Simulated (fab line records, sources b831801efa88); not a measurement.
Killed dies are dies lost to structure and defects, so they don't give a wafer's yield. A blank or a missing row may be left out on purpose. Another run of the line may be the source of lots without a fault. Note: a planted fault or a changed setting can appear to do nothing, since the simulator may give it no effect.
What tool caused it? + flow sky130 + 36 wafers from 12 lots sampled at 3 of the route's 708 steps

== WHAT EACH GAUGE READ, for each wafer ==
SKY_VIA3_BOW_MEAS_03.
| lot  | measured     | on           | VIA3_BOW (um) |
|------|--------------|--------------|---------------|
| L552 | day 38 16:48 | filmMetro-04 | 88 79 76      |
| L554 | day 39 00:34 | filmMetro-04 | 88 80 78      |
| L555 | day 39 14:29 | filmMetro-03 | 66 67 70      |
| L556 | day 40 00:41 | filmMetro-04 | 75 75 75      |
| L558 | day 40 07:15 | filmMetro-01 | 83 75 79      |
| L561 | day 41 12:56 | filmMetro-01 | 79 81 70      |
| L568 | day 44 04:09 | filmMetro-03 | 76 85 86      |
| L569 | day 44 08:11 | filmMetro-04 | 88 86 80      |
| L570 | day 44 09:20 | filmMetro-04 | 61 81 80      |
| L572 | day 44 14:38 | filmMetro-04 | 85 84 89      |
| L573 | day 45 00:59 | filmMetro-01 | 84 88 72      |
| L574 | day 45 05:41 | filmMetro-04 | 84 80 72      |

SKY_VIA3_THK_MEAS_23: measures by xrf.
| lot  | measured     | on           | VIA3_W_THK (nm) |
|------|--------------|--------------|-----------------|
| L552 | day 39 19:43 | filmMetro-03 | 398 403 399     |
| L554 | day 40 02:49 | filmMetro-04 | 394 394 386     |
| L555 | day 40 15:44 | filmMetro-03 | 396 396 393     |
| L556 | day 41 02:23 | filmMetro-04 | 388 386 403     |
| L558 | day 41 08:37 | filmMetro-01 | 393 393 400     |
| L561 | day 42 14:08 | filmMetro-04 | 398 389 390     |
| L568 | day 45 02:45 | filmMetro-01 | 391 393 392     |
| L569 | day 45 06:45 | filmMetro-03 | 403 395 392     |
| L570 | day 45 09:01 | filmMetro-04 | 391 387 396     |
| L572 | day 45 13:08 | filmMetro-01 | 400 387 399     |
| L573 | day 45 23:28 | filmMetro-04 | 389 389 389     |
| L574 | day 46 03:50 | filmMetro-03 | 402 410 401     |

== TOOL THAT RAN EACH LOT (tool first, then ch and the chambers of the sampled wafers, then the start) ==
| lot  | SKY_VIA3_ETCH_15                  |
|------|-----------------------------------|
| L552 | rieDiel-03 ch 0,2,3, day 39 18:42 |
| L554 | rieDiel-04 ch 0,1,3, day 40 01:51 |
| L555 | rieDiel-01 ch 1,2,3, day 40 14:47 |
| L556 | rieDiel-03 ch 0,2,3, day 41 00:53 |
| L558 | rieDiel-01 ch 1,2, day 41 07:06   |
| L561 | rieDiel-03 ch 0,1,3, day 42 13:05 |
| L568 | rieDiel-04 ch 0,2,3, day 45 01:43 |
| L569 | rieDiel-01 ch 0,1,2, day 45 05:44 |
| L570 | rieDiel-03 ch 1,2,3, day 45 07:42 |
| L572 | rieDiel-04 ch 0,1,3, day 45 11:44 |
| L573 | rieDiel-03 ch 0,1,3, day 45 22:07 |
| L574 | rieDiel-04 ch 2,3, day 46 02:47   |
- SKY_VIA3_ETCH_15: etches SiO2 in C4F8/O2/Ar, stops on TiN, target depth 507 nm, time 78 s.

== WHAT THE TOOLS THEMSELVES READ (means of the sampled wafers that have a number; where no wafer has one, the mark that the record gives instead) ==
SKY_VIA3_ETCH_15.
| lot  | tool       | oesProductAu (a.u.) |
|------|------------|---------------------|
| L552 | rieDiel-03 | 0.948               |
| L554 | rieDiel-04 | 0.951               |
| L555 | rieDiel-01 | 0.943               |
| L556 | rieDiel-03 | 0.948               |
| L558 | rieDiel-01 | 0.945               |
| L561 | rieDiel-03 | 0.947               |
| L568 | rieDiel-04 | 0.942               |
| L569 | rieDiel-01 | 0.946               |
| L570 | rieDiel-03 | 0.945               |
| L572 | rieDiel-04 | 0.947               |
| L573 | rieDiel-03 | 0.948               |
| L574 | rieDiel-04 | 0.949               |

== THE ANSWER, worked out from the rows above alone ==
Rule: the lots themselves supply what counts as usual. The widest of any qualifying gaps counts: lots, ordered by their means at a reading, are off when they make up no more than a third of the lots, leave a main group of 4 or more, and stand apart from it by 3 or more times the standard deviation of that group's means. A main group is skipped when, at the precision printed for the reading in the tables above, its means are all equal. A lot without any number at a reading at which 4 lots or more have one is off too. The other lots that the step has rows for count as sound. Order of review: gauges by route order, followed by the tools' own readings, for which a lot's mean as printed above is used. At the first step where some lot is off, the reading lying furthest off is the one used; lots without a number count as furthest.
None of the lots is off at any reading shown; this tells nothing.

== WHAT THE SIMULATOR HAD INSERTED ==
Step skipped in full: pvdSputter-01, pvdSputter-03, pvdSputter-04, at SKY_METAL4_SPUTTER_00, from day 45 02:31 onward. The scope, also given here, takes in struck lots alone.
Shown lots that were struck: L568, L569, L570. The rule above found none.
